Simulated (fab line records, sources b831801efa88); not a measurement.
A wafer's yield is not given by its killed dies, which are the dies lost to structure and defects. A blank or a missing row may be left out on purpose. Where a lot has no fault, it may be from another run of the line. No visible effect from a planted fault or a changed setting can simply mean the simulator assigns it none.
The tool behind it: which one? | flow sky130 | 14 lots, 42 wafers sampled, at 5 steps of a route of 708

== WHAT EACH GAUGE READ, for each wafer ==
SKY_SONOS_ONO_THK_MEAS_03.
lot  | measured     | on            | SONOS_ONO_CVD_02_THK (nm)
L106 | day 11 07:18 | film metro-01 | 10.71 10.51 10.55
L107 | day 11 22:02 | film metro-04 | 10.27 10.44 10.50
L109 | day 12 08:38 | film metro-01 | 10.37 10.38 10.19
L110 | day 12 22:40 | film metro-01 | 10.52 10.63 10.51
L111 | day 14 08:44 | film metro-04 | 10.72 10.63 10.73
L112 | day 14 08:46 | film metro-01 | 10.68 10.56 10.50
L113 | day 14 09:56 | film metro-01 | 10.34 10.48 10.52
L118 | day 16 17:13 | film metro-01 | 10.46 10.57 10.56
L120 | day 17 06:56 | film metro-01 | 10.62 10.75 10.83
L122 | day 17 12:29 | film metro-03 | 10.45 10.50 10.59
L121 | day 17 12:28 | film metro-04 | 10.34 10.44 10.34
L123 | day 18 02:57 | film metro-04 | 10.52 10.42 10.50
L128 | day 18 19:28 | film metro-04 | 10.48 10.43 10.45
L127 | day 18 22:17 | film metro-01 | 10.66 10.65 10.41

SKY_LDD_HVP_OVL_MEAS_07.
lot  | measured     | on         | LDD_HVP_OVL (nm)
L106 | day 22 03:41 | overlay-01 | 2.6 1.1 1.4
L107 | day 22 01:58 | overlay-02 | 1.8 2.5 2.0
L109 | day 22 11:46 | overlay-02 | -0.1 0.2 1.2
L110 | day 23 00:20 | overlay-02 | 5.4 3.9 2.7
L111 | day 24 19:01 | overlay-02 | 1.8 1.6 2.1
L112 | day 24 23:13 | overlay-02 | 1.1 -0.2 1.6
L113 | day 24 21:40 | overlay-02 | -0.1 0.5 3.2
L118 | day 27 03:46 | overlay-01 | 2.9 1.7 3.7
L120 | day 27 19:59 | overlay-01 | - - -
L122 | day 28 00:26 | overlay-02 | - - -
L121 | day 28 02:43 | overlay-02 | -1.5 -1.2 -0.9
L123 | day 28 15:25 | overlay-02 | 3.0 2.6 2.5
L128 | day 29 04:35 | overlay-01 | 1.2 -0.6 1.4
L127 | day 29 07:55 | overlay-01 | 0.5 1.0 3.8

SKY_SD_P_OVL_MEAS_08.
lot  | measured     | on         | SD_P_OVL (nm)
L106 | day 26 01:23 | overlay-02 | 2.6 1.4 2.6
L107 | day 25 21:43 | overlay-01 | 3.5 4.7 3.3
L109 | day 26 11:08 | overlay-02 | -0.1 -0.9 0.7
L110 | day 26 19:10 | overlay-02 | 1.6 2.1 0.5
L111 | day 28 13:11 | overlay-01 | 1.5 -0.3 0.0
L112 | day 28 17:14 | overlay-01 | 0.5 -0.7 -0.1
L113 | day 28 16:47 | overlay-01 | -1.5 1.0 0.4
L118 | day 30 19:04 | overlay-02 | 1.2 1.0 0.3
L120 | day 31 10:16 | overlay-02 | 0.4 2.4 0.8
L122 | day 31 17:14 | overlay-02 | -0.2 1.5 -0.3
L121 | day 31 18:29 | overlay-01 | 0.1 -0.7 -0.5
L123 | day 32 04:20 | overlay-01 | 0.1 0.6 0.4
L128 | day 32 19:34 | overlay-02 | -1.0 -1.8 1.1
L127 | day 32 21:53 | overlay-02 | 0.6 -0.5 -0.3

== WHAT TOOL EACH LOT RAN ON (gives the tool, then ch and the chambers of the sampled wafers, and finally the start) ==
lot  | SKY_VT_ADJUST_PCH_STRIP_09           | SKY_LDD_HVP_COAT_02
L106 | plasma asher-01 ch 0,1, day 10 03:34 | litho track-02 ch 0, day 21 10:58
L107 | plasma asher-03 ch 1, day 10 16:34   | litho track-01 ch 0, day 21 09:44
L109 | plasma asher-02 ch 0,1, day 11 05:06 | litho track-03 ch 0, day 21 20:13
L110 | plasma asher-02 ch 0,1, day 11 19:33 | litho track-02 ch 0, day 22 09:07
L111 | plasma asher-02 ch 0,1, day 13 00:23 | litho track-02 ch 0, day 24 03:10
L112 | plasma asher-03 ch 0,1, day 13 00:46 | litho track-02 ch 0, day 24 08:34
L113 | plasma asher-03 ch 0,1, day 13 03:58 | litho track-02 ch 0, day 24 06:10
L118 | plasma asher-02 ch 0,1, day 15 09:36 | litho track-02 ch 0, day 26 12:19
L120 | plasma asher-02 ch 0,1, day 15 21:06 | litho track-01, day 27 05:29
L122 | plasma asher-01 ch 0,1, day 16 02:49 | litho track-03, day 27 10:28
L121 | plasma asher-03 ch 0,1, day 16 04:03 | litho track-03 ch 0, day 27 12:13
L123 | plasma asher-01 ch 0,1, day 16 16:53 | litho track-01 ch 0, day 28 00:33
L128 | plasma asher-01 ch 0,1, day 17 10:05 | litho track-01 ch 0, day 28 14:22
L127 | plasma asher-01 ch 0,1, day 17 11:27 | litho track-02 ch 0, day 28 18:20
- SKY_VT_ADJUST_PCH_STRIP_09: strips in O2/N2.
- SKY_LDD_HVP_COAT_02: resist thk 300 nm.

== WHAT THE TOOLS THEMSELVES READ (means of the sampled wafers that have a number; where no wafer has one, the mark that the record gives instead) ==
SKY_VT_ADJUST_PCH_STRIP_09.
lot  | tool            | drypump motor current A (A) | oes product au (a.u.) | strip time to endpoint s (s)
L106 | plasma asher-01 | 5.5                         | 0.723                 | 37.09
L107 | plasma asher-03 | 6.3                         | 0.719                 | 36.93
L109 | plasma asher-02 | 5.5                         | 0.716                 | 37.00
L110 | plasma asher-02 | 5.8                         | 0.722                 | 37.02
L111 | plasma asher-02 | 5.5                         | 0.719                 | 36.98
L112 | plasma asher-03 | 5.6                         | 0.728                 | 37.16
L113 | plasma asher-03 | 5.6                         | 0.723                 | 36.92
L118 | plasma asher-02 | 5.8                         | 0.724                 | 36.98
L120 | plasma asher-02 | 5.5                         | 0.722                 | 37.23
L122 | plasma asher-01 | 5.4                         | 0.724                 | 37.19
L121 | plasma asher-03 | 5.5                         | 0.722                 | 36.75
L123 | plasma asher-01 | 5.2                         | 0.722                 | 37.18
L128 | plasma asher-01 | 5.2                         | 0.720                 | 36.83
L127 | plasma asher-01 | 5.4                         | 0.724                 | 37.13

SKY_LDD_HVP_COAT_02.
lot  | tool           | chill plate temp C (C) | dispense pressure kPa (kPa)
L106 | litho track-02 | 22.93                  | 50
L107 | litho track-01 | 23.00                  | 56
L109 | litho track-03 | 22.88                  | 44
L110 | litho track-02 | 22.99                  | 50
L111 | litho track-02 | 22.95                  | 50
L112 | litho track-02 | 22.94                  | 50
L113 | litho track-02 | 22.97                  | 50
L118 | litho track-02 | 22.90                  | 50
L120 | litho track-01 | -                      | -
L122 | litho track-03 | -                      | -
L121 | litho track-03 | 22.88                  | 44
L123 | litho track-01 | 22.99                  | 57
L128 | litho track-01 | 22.99                  | 56
L127 | litho track-02 | 22.97                  | 50

== THE ANSWER, worked out from the rows above alone ==
Rule: the usual values come from the lots themselves. Put in order of their means at a reading, lots are off if they are a third of the lots or fewer, leave a main group of 4 or more, and stand apart from it by a gap of 3 or more times the standard deviation of the main group's means; of several such gaps the widest counts. A main group is skipped when, at the precision printed for the reading in the tables above, its means are all equal. Also off: a lot with no number at a reading for which 4 or more lots have one. Any other lot the step has rows for is counted as sound. Order of review: gauges by route order, followed by the tools' own readings, for which a lot's mean as printed above is used. At the first step where some lot is off, the reading lying furthest off is the one used; lots without a number count as furthest.
Off: L120, L122, seen at SKY_LDD_HVP_OVL_MEAS_07 (LDD_HVP_OVL). Without a number there: L120, L122. For the main group the mean is 1.6 nm and the standard deviation 1.3.
A tool fits if, at a process step before that reading, it ran every lot that is off, and no sound lot after the first of them. Not tried: the gauges at SKY_LDD_HVP_OVL_MEAS_07; whatever is off there is also off at SKY_LDD_HVP_COAT_02, on other tools, and gauge error can't account for it. None of those tried fits.

== WHAT THE SIMULATOR HAD PUT IN ==
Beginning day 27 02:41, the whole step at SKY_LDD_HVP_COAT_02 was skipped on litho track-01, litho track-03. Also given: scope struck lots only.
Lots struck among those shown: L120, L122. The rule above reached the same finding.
